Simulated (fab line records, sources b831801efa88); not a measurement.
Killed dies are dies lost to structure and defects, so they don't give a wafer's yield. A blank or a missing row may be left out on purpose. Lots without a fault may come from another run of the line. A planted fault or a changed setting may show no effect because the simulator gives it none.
Which tool did it? | flow gf180mcu | 13 lots, 39 wafers sampled, at 6 steps of a route of 602

WHAT THE GAUGES READ, wafer by wafer
GF_MVSD_TW_MEAS_11. Usual: MVSD_TW 1582, standard deviation 11.
lot  | measured     | on            | MVSD_TW                       | flag
L643 | day 4 09:22  | film_metro-04 | 1574 1576 1581                |
L645 | day 5 01:26  | film_metro-04 | 1573 1570 1567                |
L646 | day 5 04:41  | film_metro-03 | 1598 1595 1583                |
L648 | day 5 16:38  | film_metro-04 | 1566 1578 1566                |
L649 | day 5 23:07  | film_metro-01 | 1580 1579 1572                |
L651 | day 6 09:08  | film_metro-03 | 1595 1596 1596                |
L653 | day 6 20:56  | film_metro-03 | 1697 1699 1699 1705 1694 1693 | OFF
L654 | day 7 02:09  | film_metro-03 | 1581 1575 1578                |
L655 | day 7 08:11  | film_metro-03 | 1696 1706 1696 1688 1696 1695 | OFF
L663 | day 9 07:13  | film_metro-03 | 1603 1594 1594                |
L664 | day 9 10:59  | film_metro-03 | 1603 1601 1593                |
L665 | day 9 22:23  | film_metro-01 | 1573 1577 1583                |
L666 | day 10 07:02 | film_metro-01 | 1587 1587 1596                |

GF_VT_IMPLANT_RS_MEAS_46: measures by four-point-probe. Usual: MVSD_RS 457.2 ohm/sq, standard deviation 1.
lot  | measured     | on            | MVSD_RS (ohm/sq)                    | flag
L643 | day 7 10:27  | film_metro-03 | 456.7 456.3 456.8                   |
L645 | day 8 03:25  | film_metro-04 | 457.5 456.2 456.5                   |
L646 | day 8 08:35  | film_metro-04 | 455.9 457.2 457.2                   |
L648 | day 8 22:41  | film_metro-01 | 458.2 458.4 457.9                   |
L649 | day 9 05:27  | film_metro-04 | 457.4 458.6 458.6                   |
L651 | day 9 18:57  | film_metro-01 | 457.2 456.3 456.2                   |
L653 | day 10 08:25 | film_metro-01 | 409.0 409.2 409.0 409.7 409.3 409.0 | OFF
L654 | day 10 15:35 | film_metro-04 | 458.4 458.7 457.7                   |
L655 | day 10 21:05 | film_metro-04 | 410.1 408.9 409.1 408.9 409.1 409.8 | OFF
L663 | day 13 05:40 | film_metro-03 | 458.4 458.1 458.5                   |
L664 | day 13 08:51 | film_metro-04 | 457.0 456.1 457.0                   |
L665 | day 13 23:39 | film_metro-03 | 457.6 456.4 456.5                   |
L666 | day 14 09:52 | film_metro-01 | 459.1 458.7 458.5                   |

GF_M2_THK_MEAS_06: measures by xrf. Usual: M2_ALCU_THK 441 nm, standard deviation 5.6.
lot  | measured     | on            | M2_ALCU_THK (nm) | flag
L643 | day 17 23:31 | film_metro-03 | 441 446 447      |
L645 | day 18 19:50 | film_metro-02 | 436 443 435      |
L646 | day 19 05:40 | film_metro-03 | 436 439 435      |
L648 | day 20 09:45 | film_metro-03 | 441 434 439      |
L649 | day 20 14:29 | film_metro-02 | 442 433 439      |
L651 | day 21 09:01 | film_metro-02 | 441 446 441      |
L654 | day 22 08:10 | film_metro-02 | 430 433 430      |
L663 | day 25 07:43 | film_metro-02 | 438 444 442      |
L664 | day 25 10:31 | film_metro-02 | 445 441 440      |
L665 | day 26 01:57 | film_metro-02 | 433 438 438      |
L666 | day 26 13:43 | film_metro-02 | 435 437 439      |

GF_V2_THK_MEAS_01. Usual: V2_CVD_00_THK 601 nm, standard deviation 4.8.
lot  | measured     | on            | V2_CVD_00_THK (nm) | flag
L643 | day 19 00:33 | film_metro-01 | 604 600 606        |
L645 | day 19 20:50 | film_metro-03 | 604 596 594        |
L646 | day 20 06:43 | film_metro-04 | 592 596 594        |
L648 | day 21 10:23 | film_metro-03 | 594 592 597        |
L649 | day 21 14:47 | film_metro-03 | 598 599 602        |
L651 | day 22 09:19 | film_metro-03 | 607 602 608        |
L654 | day 23 07:50 | film_metro-03 | 597 605 604        |
L663 | day 26 05:39 | film_metro-04 | 601 598 597        |
L664 | day 26 06:49 | film_metro-04 | 603 607 600        |
L665 | day 26 23:13 | film_metro-04 | 607 597 608        |
L666 | day 27 10:31 | film_metro-03 | 593 605 595        |

WHICH TOOL RAN EACH LOT (tool, then ch and the chambers of the sampled wafers, then the start)
lot  | GF_MVSD_IMPLANT_08              | GF_M2_SPUTTER_02
L643 | implanter-04 ch 0, day 4 09:00  | pvd_sputter-03, day 17 23:17
L645 | implanter-04 ch 0, day 5 01:04  | pvd_sputter-01, day 18 19:35
L646 | implanter-04 ch 0, day 5 04:17  | pvd_sputter-03, day 19 05:27
L648 | implanter-04 ch 0, day 5 16:14  | pvd_sputter-04, day 20 09:32
L649 | implanter-04 ch 0, day 5 22:46  | pvd_sputter-01, day 20 14:15
L651 | implanter-01 ch 0, day 6 08:44  | pvd_sputter-04, day 21 08:48
L653 | implanter-01 ch 0, day 6 20:34  | -
L654 | implanter-04 ch 0, day 7 01:46  | pvd_sputter-01, day 22 07:57
L655 | implanter-01 ch 0, day 7 07:47  | -
L663 | implanter-02 ch 0, day 9 06:49  | pvd_sputter-01, day 25 07:25
L664 | implanter-04 ch 0, day 9 10:35  | pvd_sputter-01, day 25 10:15
L665 | implanter-01 ch 0, day 9 21:59  | pvd_sputter-01, day 26 01:44
L666 | implanter-01 ch 0, day 10 06:38 | pvd_sputter-01, day 26 13:29
- GF_MVSD_IMPLANT_08
- GF_M2_SPUTTER_02: material AlCu, target thk 450 nm, time 23.9 s.

WHAT THE TOOLS THEMSELVES READ (means of the sampled wafers that have a number; where no wafer has one, the mark that the record gives instead)
GF_MVSD_IMPLANT_08. Usual: dose_ions_cm2 1.6002e+13, standard deviation 2e+10; faraday_current_uA 90.6, standard deviation 1.9.
lot  | tool         | dose_ions_cm2 | faraday_current_uA | flag
L643 | implanter-04 | 1.6009e+13    | 90.8               |
L645 | implanter-04 | 1.5995e+13    | 90.8               |
L646 | implanter-04 | 1.6006e+13    | 89.5               |
L648 | implanter-04 | 1.6048e+13    | 91.8               |
L649 | implanter-04 | 1.6009e+13    | 91.2               |
L651 | implanter-01 | 1.5985e+13    | 92.1               |
L653 | implanter-01 | 1.9839e+13    | 112.8              | OFF
L654 | implanter-04 | 1.6021e+13    | 88.9               |
L655 | implanter-01 | 1.9847e+13    | 113.5              | OFF
L663 | implanter-02 | 1.6020e+13    | 91.3               |
L664 | implanter-04 | 1.6006e+13    | 90.8               |
L665 | implanter-01 | 1.5972e+13    | 90.2               |
L666 | implanter-01 | 1.6008e+13    | 89.7               |

GF_M2_SPUTTER_02. Usual: cathode_dc_power_W 10600 W, standard deviation 1.9; throttle_valve_pct 29.6 %, standard deviation 0.95.
lot  | tool           | cathode_dc_power_W (W) | throttle_valve_pct (%) | flag
L643 | pvd_sputter-03 | 10601                  | 30.2                   |
L645 | pvd_sputter-01 | 10600                  | 29.2                   |
L646 | pvd_sputter-03 | 10601                  | 30.5                   |
L648 | pvd_sputter-04 | 10598                  | 29.5                   |
L649 | pvd_sputter-01 | 10599                  | 30.3                   |
L651 | pvd_sputter-04 | 10600                  | 29.5                   |
L654 | pvd_sputter-01 | 10598                  | 30.1                   |
L663 | pvd_sputter-01 | 10601                  | 29.9                   |
L664 | pvd_sputter-01 | 10600                  | 29.7                   |
L665 | pvd_sputter-01 | 10602                  | 29.9                   |
L666 | pvd_sputter-01 | 10600                  | 29.8                   |

THE ANSWER, worked out from the rows above alone
Rule: a lot is off if the mean of its wafers that have a number lies more than 3 standard deviations from the usual mean. A lot without any number at a reading at which 4 lots or more have one is off too. The other lots that the step has rows for count as sound. The gauges are gone through in route order, then the tools' own readings, and for those a lot's mean is taken as printed above. The first step at which some lot is off is used, and at that step the reading that is off furthest; a lot without a number counts as furthest.
Off: L653, L655, at GF_MVSD_TW_MEAS_11 (MVSD_TW).
A tool fits if, at a process step before that reading, it ran every lot that is off, and no sound lot after the first of them. The gauges at GF_MVSD_TW_MEAS_11 aren't tried: what is off there is off at GF_VT_IMPLANT_RS_MEAS_46 too, on other tools, and a gauge's error can't cause that. None of those tried fits.

WHAT THE SIMULATOR HAD PUT IN
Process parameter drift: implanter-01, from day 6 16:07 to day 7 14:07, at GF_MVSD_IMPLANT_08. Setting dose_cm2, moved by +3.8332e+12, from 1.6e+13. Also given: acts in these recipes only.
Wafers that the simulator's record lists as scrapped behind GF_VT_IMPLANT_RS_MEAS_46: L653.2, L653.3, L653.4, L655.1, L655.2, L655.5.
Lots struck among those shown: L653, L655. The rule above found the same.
